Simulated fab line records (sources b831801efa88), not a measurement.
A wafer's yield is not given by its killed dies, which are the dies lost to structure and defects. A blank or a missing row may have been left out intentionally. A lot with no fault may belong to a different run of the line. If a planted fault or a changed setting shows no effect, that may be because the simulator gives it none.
One fault seen from 2 desks + flow gf180mcu + what lay behind the numbers comes last; until then each desk has only its own

## THE METROLOGY DESK
Means of the sampled wafers that have a number, per lot and without regard to the tool the lot ran on: this is what the gauges read. A lot is out of limits, marked OUT, if its mean lies more than 4 standard deviations from the usual mean; the brackets give that distance.
Columns: A = STI_CVD_03_THK at GF_STI_THK_MEAS_04, usual 207.0 nm; B = cd nm at GF_HV_LDD_CD_MEAS_19, usual 399.0 nm
| lot  | first seen here | A               | B     |
|------|-----------------|-----------------|-------|
| L392 | day 1 16:19     | 203.6           | 398.1 |
| L394 | day 2 02:09     | 211.0           | 399.4 |
| L396 | day 2 09:34     | 206.6           | 399.1 |
| L397 | day 2 17:49     | 207.3           | 399.4 |
| L398 | day 2 21:53     | 205.7           | 398.8 |
| L400 | day 3 07:32     | 208.5           | 400.3 |
| L399 | day 3 07:33     | 204.6           | 400.7 |
| L401 | day 3 12:02     | 207.0           | 398.4 |
| L402 | day 3 15:55     | 209.0           | 396.8 |
| L411 | day 5 14:54     | 256.8 (+28) OUT | 397.2 |
| L412 | day 5 18:33     | 255.2 (+27) OUT | 397.9 |
| L414 | day 6 05:17     | 208.0           | 399.9 |
This desk's finding: out of limits on L411, L412; first on L411, day 5 14:54 (STI_CVD_03_THK at GF_STI_THK_MEAS_04). Within limits: L392, L394, L396, L397, L398, L400, L399, L401, L402, L414.

## DESK OF THE TOOL OWNER: lpcvd-01
The tool's own readings at GF_STI_CVD_03 (deposits Si3N4 from DCS/NH3, target thk 207.16 nm, time 3551 s): means of the sampled wafers that have a number, for each lot that ran on this tool. A lot is out of limits, marked OUT, if its mean lies more than 4 standard deviations from the usual mean; the brackets give that distance.
Columns: A = zone power top pct at GF_STI_CVD_03, usual 24.1 %
| lot  | first seen here | A    |
|------|-----------------|------|
| L398 | day 2 19:53     | 24.5 |
| L399 | day 3 05:33     | 24.5 |
| L400 | day 3 05:33     | 24.6 |
| L401 | day 3 10:00     | 24.5 |
| L402 | day 3 13:55     | 22.1 |
| L411 | day 5 11:55     | 24.4 |
| L412 | day 5 15:34     | 24.4 |
This desk's finding: nothing out of limits on any of the 7 lots.

## TAKEN TOGETHER
An alarm was possible from the metrology desk at day 5 14:54, on L411, L412.
Nothing out of limits was seen by the tool owner's desk.
Tool owner's desk: L411, L412 on record, inside its limits.
GF_STI_CVD_03 was run on lpcvd-01 by each of the lots named.

## WHAT HAD BEEN PUT IN BY THE SIMULATOR
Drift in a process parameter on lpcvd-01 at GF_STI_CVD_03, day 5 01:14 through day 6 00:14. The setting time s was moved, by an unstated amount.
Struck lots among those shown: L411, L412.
Time in hours between the start of the fault and the first out-of-limits reading at each desk: metrology desk, 14.
